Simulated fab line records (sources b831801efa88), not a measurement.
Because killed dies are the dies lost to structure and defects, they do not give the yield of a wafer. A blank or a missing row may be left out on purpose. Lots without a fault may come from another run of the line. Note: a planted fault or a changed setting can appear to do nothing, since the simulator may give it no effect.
Comparing a struck lot with a sound one	flow sky130	19 out of 708 route steps
Sound: these wafers, L912.1, L912.2, L912.4. Wafers L922.2, L922.4, L922.5 were the ones struck. The cause is named last.
For every step that has rows: the tool of each side, followed by ch and its chambers, followed by its first start. Under that, the readings that differ: sound wafers	struck wafers	difference of the means	sigmas: that difference in standard deviations of wafers without a fault.
alike: readings whose means differ by less than 2 such deviations, and words and numbers that are the same on both sides. not compared: withheld readings, readings that some wafer has no value for, bounds like >300 that may hide the same value, and numbers for which the record gives no deviation and whose values overlap.
The two part at a step that has a row with sigmas, a row that says differs or no value, or rows on one side only. When numbers do not overlap yet have no deviation, they are printed without sigmas and do not part them. A reading missing from all wafers of one side parts the sides only when that side holds two or more wafers.

first, 1 step without rows for these wafers: SKY_VIA4_CMP_21 (polishes, stops on SiO2, t overpolish 25 s, target thk 0 nm).
SKY_METAL5_SPUTTER_00: material Ti, target thk 15 nm, time 10 s.
  sound on pvd_sputter-01, day 42 21:11; struck on pvd_sputter-03, day 45 22:33
  alike: throttle_valve_pct
SKY_METAL5_SPUTTER_01: material TiN, target thk 20 nm, time 16.7 s.
  sound on pvd_sputter-01, day 42 21:13; struck on pvd_sputter-03, day 45 22:35
  alike: throttle_valve_pct
SKY_METAL5_SPUTTER_02: material AlCu, target thk 1150 nm, time 61.2 s.
  sound on pvd_sputter-01, day 42 21:14; struck on pvd_sputter-03, day 45 22:36
  alike: throttle_valve_pct
then, 1 step without rows for these wafers: SKY_METAL5_SPUTTER_03 (material Ti, target thk 5 nm, time 3.3 s).
SKY_METAL5_SPUTTER_04: material TiN, target thk 70 nm, time 58.3 s.
  sound on pvd_sputter-01, day 42 21:19; struck on pvd_sputter-03, day 45 22:40
  alike: throttle_valve_pct
SKY_METAL5_RS_MEAS_05: a four-point-probe measurement.
  sound on film_metro-03, day 42 21:22; struck on film_metro-03, day 45 22:44
  alike: METAL5_ALCU_RS
SKY_METAL5_THK_MEAS_06: measures by xrf.
  sound on film_metro-03, day 42 21:29; struck on film_metro-03, day 45 22:51
  alike: METAL5_ALCU_THK
then, 4 steps without rows for these wafers: SKY_METAL5_DEHYDRATE_07 (time 60 s); SKY_METAL5_HMDS_08 (prime time 60 s); SKY_METAL5_COAT_09 (resist thk 1800 nm); SKY_METAL5_SOFTBAKE_10 (time 60 s).
SKY_METAL5_EXPOSE_11: exposes mask MM5, target cd 1600 nm.
  sound on iline_stepper-02 ch 0, day 43 08:57; struck on iline_stepper-01 ch 0, day 46 09:35
  alike: mask, stage_vel_mm_s
then, 2 steps without rows for these wafers: SKY_METAL5_PEB_12; SKY_METAL5_DEVELOP_13 (develop time 60 s).
SKY_METAL5_DESCUM_14: chemistry O2, time 11 s.
  sound on rie_metal-02 ch 0,1, day 43 20:17; struck on rie_metal-02 ch 0,1, day 46 19:36
reading	sound	struck	difference	sigmas
model.METAL5.cd_nm (nm)	1600 1598 1601	1487 1485 1485	-114	
  alike: drypump_motor_current_A, oes_product_au
  not compared: rf_hours_counter_h
SKY_METAL5_METAL_ETCH_15: etches the open film in Cl2/BCl3, stops on SiO2, target depth 1260 nm, time 252 s.
  sound on rie_metal-02 ch 0,1, day 43 20:19; struck on rie_metal-02 ch 0,1, day 46 19:38
reading	sound	struck	difference	sigmas
model.METAL5.cd_nm (nm)	1603 1594 1606	1488 1483 1483	-116	
  alike: drypump_motor_current_A, oes_product_au, throttle_valve_pct
  not compared: rf_hours_counter_h
SKY_METAL5_STRIP_16: strips in O2/N2.
  sound on plasma_asher-01 ch 0,1, day 43 20:33; struck on plasma_asher-04 ch 0,1, day 46 19:52
  alike: drypump_motor_current_A, oes_product_au, strip_time_to_endpoint_s
  not compared: rf_hours_counter_h
SKY_PAD_OPEN_PROBE_99:
  sound on prober-01, day 45 20:10; struck on prober-01, day 48 13:49
reading	sound	struck	difference	sigmas
killed_at_front_end	9 11 10	26 17 21	+11	+3
sort_bin_5_function (%)	8.7 6.9 9.1	11.4 12.4 11.0	+3.4	+3
model.etest.met5.width_nm (nm)	1603 1594 1602	1488 1479 1483	-116	
model.etest.met5.line_ohm_um	0.01657 0.01649 0.01672	0.01839 0.01819 0.01803	+0.00161	
  alike: defect_limited_yield, killed_at_M0_to_M3, killed_at_M4_up, killed_at_contacts, killed_at_other, killed_dies, killed_open, killed_short, sort_bin_3_pad_short, sort_bin_6_memory, sort_n_pass, sort_yield_pct

== WHERE THEY PART ==
Only at SKY_PAD_OPEN_PROBE_99, as far as this record shows.

WHY: whatever the simulator had introduced
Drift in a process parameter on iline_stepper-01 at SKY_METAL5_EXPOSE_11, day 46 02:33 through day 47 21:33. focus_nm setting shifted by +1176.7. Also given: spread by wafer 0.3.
